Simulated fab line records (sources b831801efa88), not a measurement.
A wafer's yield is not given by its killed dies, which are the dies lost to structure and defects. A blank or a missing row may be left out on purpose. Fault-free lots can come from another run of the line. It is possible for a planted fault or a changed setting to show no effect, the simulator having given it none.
A struck lot beside a sound one + flow sky130 + 17 out of 708 route steps
Sound: wafers L750.1, L750.5, L750.6. Struck: wafers L767.2, L767.3, L767.4. At the end, the cause is stated.
Order at every step that has rows: each side's tool, ch and its chambers, its first start. Under that, the readings that differ: sound wafers + struck wafers + difference of the means + sigmas: that difference in standard deviations of wafers without a fault.
alike: a reading whose means differ by less than 2 such deviations, as well as words and numbers matching on both sides. not compared: withheld readings; readings where some wafer has no value; bounds like >300 that might hide an equal value; numbers whose values overlap and for which the record gives no deviation.
Wherever a step has rows on one side only, a row that says differs or no value, or a row with sigmas, the two part there. Numbers that don't overlap but have no deviation are shown without sigmas and don't part them. A reading missing from all wafers of one side parts the sides only when that side holds two or more wafers.

SKY_VT_ADJUST_LVTN_OVL_MEAS_07:
  sound on overlay-02 at day 7 19:07; struck on overlay-01 at day 12 11:55
  alike: VT_ADJUST_LVTN_OVL
then, 1 step without rows for these wafers: SKY_VT_ADJUST_LVTN_IMPLANT_08.
SKY_VT_ADJUST_LVTN_STRIP_09: strips in O2/N2.
  sound on plasma-asher-04 ch 0,1, day 7 19:18; struck on plasma-asher-02 ch 0,1, day 12 12:05
  alike: drypump-motor-current-A, oes-product-au, strip-time-to-endpoint-s
  not compared: rf-hours-counter-h
SKY_VT_ADJUST_LVTN_TW_MEAS_10:
  sound on film-metro-02 at day 7 19:24; struck on film-metro-03 at day 12 12:12
  alike: VT_ADJUST_LVTN_TW
then, 7 steps without rows for these wafers: SKY_VT_ADJUST_LVTN_DEHYDRATE_11 (time 60 s); SKY_VT_ADJUST_LVTN_HMDS_12 (prime time 60 s); SKY_VT_ADJUST_LVTN_COAT_13 (resist thk 1140 nm); SKY_VT_ADJUST_LVTN_SOFTBAKE_14 (time 60 s); SKY_VT_ADJUST_LVTN_EXPOSE_15 (exposes mask HVN STD DERIVED, target cd 600 nm); SKY_VT_ADJUST_LVTN_PEB_16; SKY_VT_ADJUST_LVTN_DEVELOP_17 (develop time 60 s).
SKY_VT_ADJUST_LVTN_OVL_MEAS_18:
  sound on overlay-02 at day 8 15:46; struck on overlay-01 at day 13 13:43
  alike: VT_ADJUST_LVTN_01_OVL
SKY_VT_ADJUST_LVTN_IMPLANT_19:
  sound on implanter-04 ch 0, day 8 15:49; struck on implanter-01 ch 0, day 13 13:46
| reading            | sound                         | struck                       | difference | sigmas      |
|--------------------|-------------------------------|------------------------------|------------|-------------|
| dose-ions-cm2      | 6.497e+11 6.498e+11 6.499e+11 | 8.01e+11 8.006e+11 8.021e+11 | +1.51e+11  | +99 or more |
| faraday-current-uA | 3.62 3.61 3.74                | 4.45 4.59 4.49               | +0.85      | +12         |
SKY_VT_ADJUST_LVTN_STRIP_20: strips in O2/N2.
  sound on plasma-asher-01 ch 0,1, day 8 15:58; struck on plasma-asher-04 ch 0,1, day 13 13:53
  alike: drypump-motor-current-A, oes-product-au, strip-time-to-endpoint-s
  not compared: rf-hours-counter-h
SKY_VT_ADJUST_LVTN_TW_MEAS_21:
  sound on film-metro-01 at day 8 16:04; struck on film-metro-01 at day 13 14:00
| reading             | sound             | struck            | difference | sigmas |
|---------------------|-------------------|-------------------|------------|--------|
| VT_ADJUST_LVTN_2_TW | 190.2 190.3 190.7 | 201.3 202.3 201.5 | +11.3      | +7     |
then, 1 step without rows for these wafers: SKY_VT_ADJUST_NCORE_DEHYDRATE_00 (time 60 s).
-- a jump in the record: the struck wafers' starts before and after are 37 days apart (it breaks off in module VT_ADJUST_NCORE and resumes in module PAD_OPEN, where the first step shown is number 708 of the route) --
SKY_PAD_OPEN_PROBE_99:
  sound on prober-02 at day 46 17:57; struck on prober-02 at day 50 14:11
| reading                                    | sound                | struck               | difference | sigmas |
|--------------------------------------------|----------------------|----------------------|------------|--------|
| model.etest.res-pwell-under-gate.rs-ohm-sq | 2300 2300 2306       | 2235 2230 2227       | -71        |        |
| model.etest.nfet-g5v0d10v5.body-rise-v (V) | 0.6754 0.6794 0.6724 | 0.6962 0.6875 0.6842 | +0.0136    |        |
| model.etest.nfet_16v.body-rise-v (V)       | 0.6676 0.6731 0.6651 | 0.6865 0.679 0.6767  | +0.0121    |        |
| model.etest.nfet-g5v0d10v5.vt-sat-v (V)    | 0.7598 0.755 0.7519  | 0.7808 0.7764 0.7771 | +0.0225    |        |
  alike: killed_at_M0_to_M3, killed_at_M4_up, killed-at-contacts, killed-at-front-end, killed-at-other, killed-dies, killed-on-rim, killed-open, killed-short

WHERE THEY PART
Last at SKY_VT_ADJUST_LVTN_TW_MEAS_21 as far as this record goes, first at SKY_VT_ADJUST_LVTN_IMPLANT_19. Later steps at which nothing parts them and some readings are alike: SKY_PAD_OPEN_PROBE_99.

WHY: what had been put in by the simulator
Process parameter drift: implanter-01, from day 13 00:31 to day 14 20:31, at SKY_VT_ADJUST_LVTN_IMPLANT_19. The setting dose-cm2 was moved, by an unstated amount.
